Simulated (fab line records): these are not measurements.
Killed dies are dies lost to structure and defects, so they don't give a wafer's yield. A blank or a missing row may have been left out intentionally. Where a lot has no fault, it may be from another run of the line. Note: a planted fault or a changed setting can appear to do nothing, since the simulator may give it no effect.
A struck lot beside a sound one | flow sky130 | 15 steps out of a route of 708
Sound: the wafers L695.1, L695.3, L695.6. Struck: wafers L699.3, L699.5, L699.6. The cause is named last.
At each step with rows: each side's tool, then ch and its chambers, then its first start. Under that, the readings that differ: sound wafers | struck wafers | difference of the means | sigmas: that difference in standard deviations of wafers without a fault.
alike: words and numbers the same on both sides, and readings whose means are apart by under 2 such deviations; not compared: readings that were withheld, readings missing a value for some wafer, numbers with overlapping values and no deviation given by the record, and bounds like >300 which may hide the same value.
A row with sigmas, a row that says differs or no value, or rows on one side alone: a step with any of these is where the two part. Numbers that don't overlap but have no deviation are shown without sigmas and don't part them. Lack of a reading on every wafer of one side parts them only where that side has two or more wafers.

first, 6 steps without rows for these wafers: SKY_LDD_N_HMDS_01 (prime time 60 s); SKY_LDD_N_COAT_02 (resist thk 300 nm); SKY_LDD_N_SOFTBAKE_03 (time 60 s); SKY_LDD_N_EXPOSE_04 (exposes mask NTM, target cd 840 nm); SKY_LDD_N_PEB_05; SKY_LDD_N_DEVELOP_06 (develop time 60 s).
SKY_LDD_N_OVL_MEAS_07:
  sound on overlay-02 at day 19 00:37; struck on overlay-02 at day 20 16:59
  alike: LDD_N_OVL
then, 5 steps without rows for these wafers: SKY_LDD_N_IMPLANT_08; SKY_LDD_N_IMPLANT_09; SKY_LDD_N_IMPLANT_10; SKY_LDD_N_IMPLANT_11; SKY_LDD_N_IMPLANT_12.
SKY_LDD_N_IMPLANT_13:
  sound on implanter-01 ch 0, day 19 01:24; struck on implanter-01 ch 0, day 20 18:07
  alike: rotationDeg
then, 1 step without rows for these wafers: SKY_LDD_N_IMPLANT_14.
-- here the record skips 27 days between the struck wafers' starts before and after, leaving off in module LDD_N and picking up in module PAD_OPEN (first step shown: number 708 of the route) --
SKY_PAD_OPEN_PROBE_99:
  sound on prober-02 at day 46 18:25; struck on prober-01 at day 47 18:07
reading                                  | sound                | struck               | difference | sigmas
model.etest.nfet_01v8_turned.driveUaUm   | 508.2 520.4 517.5    | 487.3 480.8 487      | -30.3      | 
model.etest.nfet_01v8_lvt.driveUaUm      | 575.4 591 590.7      | 566.3 561 566.3      | -21.2      | 
model.etest.nfet_01v8.driveUaUm          | 507.7 518.1 518.1    | 498.8 490.6 492.3    | -20.7      | 
model.etest.nfet_01v8_swapped.driveUaUm  | 508 513.4 521.2      | 494.6 494.6 494.5    | -19.6      | 
model.etest.nfet_01v8_turned.vtV (V)     | 0.6956 0.6918 0.6913 | 0.7192 0.7229 0.7167 | +0.0267    | 
model.etest.nfet_01v8_lvt.vtSatV (V)     | 0.5473 0.5392 0.5337 | 0.5544 0.552 0.5496  | +0.0119    | 
model.etest.nfet_01v8_swapped.vtSatV (V) | 0.6533 0.6491 0.6415 | 0.6595 0.6588 0.6579 | +0.0108    | 
  alike: killed_at_M0_to_M3, killed_at_M4_up, killedAtContacts, killedAtFrontEnd, killedAtOther, killedDies, killedOpen, killedShort
  not compared: model.etest.tipN.rsOhmSq

## WHERE THEY PART
Nowhere in this record.

WHY: what the simulator had put in
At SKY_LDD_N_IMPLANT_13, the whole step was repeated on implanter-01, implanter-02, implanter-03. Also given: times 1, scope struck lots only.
